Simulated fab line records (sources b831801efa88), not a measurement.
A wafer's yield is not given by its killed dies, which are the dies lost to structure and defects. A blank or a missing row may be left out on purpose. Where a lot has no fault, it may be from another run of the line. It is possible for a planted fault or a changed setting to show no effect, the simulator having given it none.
Which tool did it? | flow sky130 | 72 wafers from 24 lots sampled at 4 of the route's 708 steps

## WHAT EACH GAUGE READ, for each wafer
SKY_VT_ADJUST_NCORE_OVL_MEAS_08.
lot  | measured     | on         | VT_ADJUST_NCORE_OVL (nm)
L074 | day 8 11:09  | overlay-02 | -0.4 -0.1 -0.5
L075 | day 8 23:07  | overlay-02 | 3.7 1.1 -0.7
L076 | day 9 06:57  | overlay-01 | 1.9 2.3 0.8
L077 | day 9 08:39  | overlay-02 | -2.0 -0.9 -2.8
L078 | day 9 14:58  | overlay-02 | -0.3 -1.4 -0.8
L079 | day 10 01:07 | overlay-02 | 1.4 -0.3 -0.9
L080 | day 10 09:57 | overlay-02 | -0.4 0.9 0.5
L081 | day 10 10:51 | overlay-02 | 0.1 0.4 1.6
L082 | day 10 18:18 | overlay-01 | -1.0 0.0 1.0
L083 | day 11 01:15 | overlay-02 | 0.3 -1.4 0.0
L084 | day 11 10:09 | overlay-02 | 1.6 2.1 2.5
L085 | day 11 15:07 | overlay-02 | 1.4 1.0 3.9
L086 | day 11 20:03 | overlay-02 | 2.1 1.1 2.3
L087 | day 12 04:21 | overlay-02 | 0.3 -0.1 0.9
L088 | day 12 13:04 | overlay-02 | 1.7 1.8 3.3
L089 | day 12 19:33 | overlay-02 | -0.8 0.3 0.0
L090 | day 13 02:37 | overlay-02 | -0.7 -1.1 -1.1
L091 | day 13 19:28 | overlay-01 | -0.5 0.2 1.1
L092 | day 14 00:42 | overlay-01 | 0.3 0.1 0.2
L093 | day 14 14:01 | overlay-02 | 0.1 -0.2 0.3
L094 | day 14 18:28 | overlay-01 | 2.2 1.4 2.4
L095 | day 14 19:43 | overlay-02 | -2.0 -1.9 -1.6
L096 | day 15 01:22 | overlay-02 | -0.9 1.2 -0.1
L097 | day 15 13:46 | overlay-01 | 1.0 0.7 1.8

SKY_SONOS_ONO_OVL_MEAS_14.
lot  | measured     | on         | SONOS_ONO_OVL (nm)
L074 | day 12 12:36 | overlay-01 | 1.5 2.7 1.5
L075 | day 12 22:07 | overlay-02 | 0.1 1.7 1.0
L076 | day 13 11:30 | overlay-02 | -2.2 -0.4 -1.3
L077 | day 13 14:43 | overlay-02 | 1.1 -0.1 0.4
L078 | day 13 20:24 | overlay-01 | -0.4 -0.8 -0.9
L079 | day 14 05:39 | overlay-02 | -1.3 -1.9 -1.8
L080 | day 14 16:42 | overlay-02 | 2.9 3.0 2.9
L081 | day 14 20:58 | overlay-01 | -2.7 0.0 -0.8
L082 | day 15 04:30 | overlay-02 | 1.5 0.8 2.6
L083 | day 15 13:27 | overlay-02 | 3.2 3.3 2.9
L084 | day 15 21:54 | overlay-02 | 4.2 2.3 2.0
L085 | day 16 04:31 | overlay-01 | -0.8 1.9 1.0
L086 | day 16 11:19 | overlay-02 | 3.4 5.4 4.9
L087 | day 16 20:12 | overlay-02 | 0.6 -0.6 1.2
L088 | day 17 05:20 | overlay-01 | 0.9 -0.3 -2.1
L089 | day 17 12:19 | overlay-02 | 0.9 1.4 1.8
L090 | day 18 13:55 | overlay-01 | -0.7 0.9 -1.3
L091 | day 18 19:37 | overlay-01 | 0.6 0.3 0.4
L092 | day 19 01:28 | overlay-01 | 0.1 0.2 0.6
L093 | day 19 15:26 | overlay-01 | 2.5 1.4 2.0
L094 | day 19 16:39 | overlay-01 | 0.9 -0.5 0.6
L095 | day 19 20:49 | overlay-02 | -0.5 1.2 -0.2
L096 | day 20 03:39 | overlay-01 | 1.7 3.8 1.2
L097 | day 20 16:15 | overlay-02 | 0.1 -0.1 0.3

SKY_CONTACT_CD_MEAS_14: target cd 170 nm.
lot  | measured     | on        | cd nm (nm)
L074 | day 31 10:48 | cd sem-02 | 169.2 169.8 169.0
L075 | day 31 19:18 | cd sem-02 | 169.1 168.3 168.3
L076 | day 32 11:34 | cd sem-01 | 168.8 168.2 169.4
L077 | day 32 15:30 | cd sem-02 | 172.2 172.1 171.8
L078 | day 33 08:50 | cd sem-02 | 169.0 168.1 168.8
L079 | day 33 10:33 | cd sem-02 | 167.0 169.4 168.2
L080 | day 33 17:39 | cd sem-02 | 169.0 168.5 169.1
L081 | day 33 20:03 | cd sem-01 | 170.3 168.5 168.9
L082 | day 34 03:42 | cd sem-02 | 171.9 171.7 170.7
L083 | day 34 09:15 | cd sem-01 | 170.7 170.8 171.0
L084 | day 34 13:59 | cd sem-01 | 169.1 167.0 166.6
L085 | day 35 01:48 | cd sem-01 | 168.8 170.3 169.4
L086 | day 35 07:06 | cd sem-02 | 170.1 169.2 171.4
L087 | day 35 12:55 | cd sem-01 | 171.3 172.1 171.1
L088 | day 35 23:22 | cd sem-02 | 168.1 168.2 168.7
L089 | day 36 04:49 | cd sem-01 | 169.3 170.3 170.5
L090 | day 37 03:55 | cd sem-01 | 170.7 171.3 172.0
L091 | day 37 18:45 | cd sem-02 | 169.1 170.5 171.0
L092 | day 37 16:30 | cd sem-01 | 168.1 167.8 168.6
L093 | day 38 00:48 | cd sem-01 | 169.0 168.5 169.3
L094 | day 37 21:52 | cd sem-02 | 169.6 169.6 169.6
L095 | day 38 04:25 | cd sem-01 | 171.1 171.5 171.0
L096 | day 38 09:05 | cd sem-02 | 169.6 170.3 168.0
L097 | day 38 19:52 | cd sem-02 | 171.6 172.0 172.2

## TOOL THAT RAN EACH LOT (tool first, then ch and the chambers of the sampled wafers, then the start)
lot  | SKY_FIELD_ISO_STRIP_16
L074 | plasma asher-01 ch 0,1, day 2 04:32
L075 | plasma asher-01 ch 0,1, day 2 10:07
L076 | plasma asher-04 ch 0, day 2 16:32
L077 | plasma asher-03 ch 0,1, day 2 20:27
L078 | plasma asher-01 ch 0,1, day 3 01:30
L079 | plasma asher-04 ch 0,1, day 3 08:43
L080 | plasma asher-04 ch 0, day 3 13:38
L081 | plasma asher-03 ch 0,1, day 3 17:11
L082 | plasma asher-01 ch 0,1, day 3 23:25
L083 | plasma asher-01 ch 0,1, day 4 03:10
L084 | plasma asher-03 ch 0,1, day 4 08:05
L085 | plasma asher-04 ch 0,1, day 4 14:29
L086 | plasma asher-03 ch 1, day 4 20:00
L087 | plasma asher-01 ch 0,1, day 5 01:20
L088 | plasma asher-01 ch 0,1, day 5 05:25
L089 | plasma asher-04 ch 0,1, day 5 12:09
L090 | plasma asher-03 ch 0,1, day 5 15:53
L091 | plasma asher-03 ch 0,1, day 5 22:13
L092 | plasma asher-01 ch 0,1, day 6 02:34
L093 | plasma asher-01 ch 0,1, day 6 08:04
L094 | plasma asher-04 ch 0,1, day 6 12:49
L095 | plasma asher-04 ch 0,1, day 6 17:29
L096 | plasma asher-01 ch 0,1, day 6 22:36
L097 | plasma asher-04 ch 0,1, day 7 07:00
- SKY_FIELD_ISO_STRIP_16: strips in O2/N2.

## AS READ BY THE TOOLS THEMSELVES (means over the sampled wafers that have a number; for cases with no such wafer, the mark the record gives instead)
SKY_FIELD_ISO_STRIP_16.
lot  | tool            | drypump motor current A (A) | oes product au (a.u.) | strip time to endpoint s (s)
L074 | plasma asher-01 | 5.42                        | 0.372                 | 3.53
L075 | plasma asher-01 | 5.46                        | 0.373                 | 3.56
L076 | plasma asher-04 | 6.10                        | 0.377                 | 3.52
L077 | plasma asher-03 | 5.45                        | 0.382                 | 3.56
L078 | plasma asher-01 | 5.51                        | 0.379                 | 3.55
L079 | plasma asher-04 | 5.97                        | 0.378                 | 3.53
L080 | plasma asher-04 | 6.10                        | 0.380                 | 3.55
L081 | plasma asher-03 | 5.45                        | 0.376                 | 3.54
L082 | plasma asher-01 | 5.53                        | 0.380                 | 3.51
L083 | plasma asher-01 | 5.50                        | 0.379                 | 3.55
L084 | plasma asher-03 | 5.45                        | 0.382                 | 3.53
L085 | plasma asher-04 | 5.84                        | 0.378                 | 3.57
L086 | plasma asher-03 | 5.91                        | 0.381                 | 3.58
L087 | plasma asher-01 | 5.46                        | 0.375                 | 3.52
L088 | plasma asher-01 | 5.49                        | 0.381                 | 3.58
L089 | plasma asher-04 | 5.81                        | 0.379                 | 3.59
L090 | plasma asher-03 | 5.44                        | 0.379                 | 3.59
L091 | plasma asher-03 | 5.44                        | 0.379                 | 3.53
L092 | plasma asher-01 | 5.49                        | 0.383                 | 3.55
L093 | plasma asher-01 | 5.49                        | 0.376                 | 3.55
L094 | plasma asher-04 | 5.83                        | 0.381                 | 3.54
L095 | plasma asher-04 | 5.97                        | 0.378                 | 3.53
L096 | plasma asher-01 | 5.50                        | 0.384                 | 3.55
L097 | plasma asher-04 | 5.82                        | 0.378                 | 3.58

## THE ANSWER, worked out from the rows above alone
Rule: the lots themselves supply what counts as usual. The widest of any qualifying gaps counts: lots, ordered by their means at a reading, are off when they make up no more than a third of the lots, leave a main group of 4 or more, and stand apart from it by 3 or more times the standard deviation of that group's means. If all means in a main group match to the digits the tables above print for the reading, that group is not used. A lot without any number at a reading at which 4 lots or more have one is off too. The other lots that the step has rows for count as sound. Order of review: gauges by route order, followed by the tools' own readings, for which a lot's mean as printed above is used. The first step at which some lot is off is used, and at that step the reading that is off furthest; a lot without a number counts as furthest.
Nothing can be told from this: no lot is off at any reading shown.

## WHAT WAS PUT IN BY THE SIMULATOR
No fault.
